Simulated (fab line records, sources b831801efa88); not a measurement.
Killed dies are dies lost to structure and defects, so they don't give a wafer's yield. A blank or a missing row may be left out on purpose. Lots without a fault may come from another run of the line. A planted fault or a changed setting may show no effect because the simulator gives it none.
Which tool did it? | flow sky130 | 14 lots, 42 wafers sampled, at 1 step of a route of 708

WHAT THE GAUGES READ, wafer by wafer
The record holds no reading of a measuring or inspecting step that can be judged against a usual standard deviation.

WHICH TOOL RAN EACH LOT (tool, then ch and the chambers of the sampled wafers, then the start)
lot  | SKY_METAL2_EXPOSE_12
L694 | krf_scanner-02 ch 0, day 34 07:41
L696 | krf_scanner-01 ch 0, day 35 11:05
L697 | krf_scanner-01 ch 0, day 36 02:13
L701 | krf_scanner-01 ch 0, day 36 20:37
L702 | krf_scanner-01 ch 0, day 37 04:07
L703 | krf_scanner-02 ch 0, day 37 11:59
L704 | krf_scanner-01 ch 0, day 37 21:29
L707 | krf_scanner-02 ch 0, day 38 16:19
L706 | krf_scanner-01 ch 0, day 38 16:50
L709 | krf_scanner-02 ch 0, day 39 03:25
L711 | krf_scanner-02 ch 0, day 39 19:40
L715 | krf_scanner-02, day 41 06:36
L716 | krf_scanner-02, day 41 15:34
L717 | krf_scanner-02 ch 0, day 42 03:33
- SKY_METAL2_EXPOSE_12: exposes mask MM2, target cd 140 nm.

WHAT THE TOOLS THEMSELVES READ (means of the sampled wafers that have a number; where no wafer has one, the mark that the record gives instead)
SKY_METAL2_EXPOSE_12.
lot  | tool           | exposure_dose_mJ_cm2 | focus_offset_nm (nm)
L694 | krf_scanner-02 | 28.000               | 0.1
L696 | krf_scanner-01 | 27.966               | -0.6
L697 | krf_scanner-01 | 28.015               | -0.9
L701 | krf_scanner-01 | 28.011               | -0.1
L702 | krf_scanner-01 | 28.011               | -0.1
L703 | krf_scanner-02 | 27.982               | 0.7
L704 | krf_scanner-01 | 28.000               | 0.3
L707 | krf_scanner-02 | 27.997               | 0.4
L706 | krf_scanner-01 | 27.983               | 0.4
L709 | krf_scanner-02 | 27.963               | 1.2
L711 | krf_scanner-02 | 27.971               | 0.0
L715 | krf_scanner-02 | -                    | -
L716 | krf_scanner-02 | -                    | -
L717 | krf_scanner-02 | 27.939               | 0.5

THE ANSWER, worked out from the rows above alone
Rule: what is usual is taken from the lots themselves. Put in order of their means at a reading, lots are off if they are a third of the lots or fewer, leave a main group of 4 or more, and stand apart from it by a gap of 3 or more times the standard deviation of the main group's means; of several such gaps the widest counts. A main group whose means are all the same, to the digits that the tables above print for the reading, isn't used. A lot without any number at a reading at which 4 lots or more have one is off too. The other lots that the step has rows for count as sound. The gauges are gone through in route order, then the tools' own readings, and for those a lot's mean is taken as printed above. The first step at which some lot is off is used, and at that step the reading that is off furthest; a lot without a number counts as furthest.
Off: L715, L716, at SKY_METAL2_EXPOSE_12 (exposure_dose_mJ_cm2). Without a number there: L715, L716. The main group: mean 27.986, standard deviation 0.022.
A tool fits if, at that step or a process step before it, it ran every lot that is off, and no sound lot after the first of them. None of those tried fits.

WHAT THE SIMULATOR HAD PUT IN
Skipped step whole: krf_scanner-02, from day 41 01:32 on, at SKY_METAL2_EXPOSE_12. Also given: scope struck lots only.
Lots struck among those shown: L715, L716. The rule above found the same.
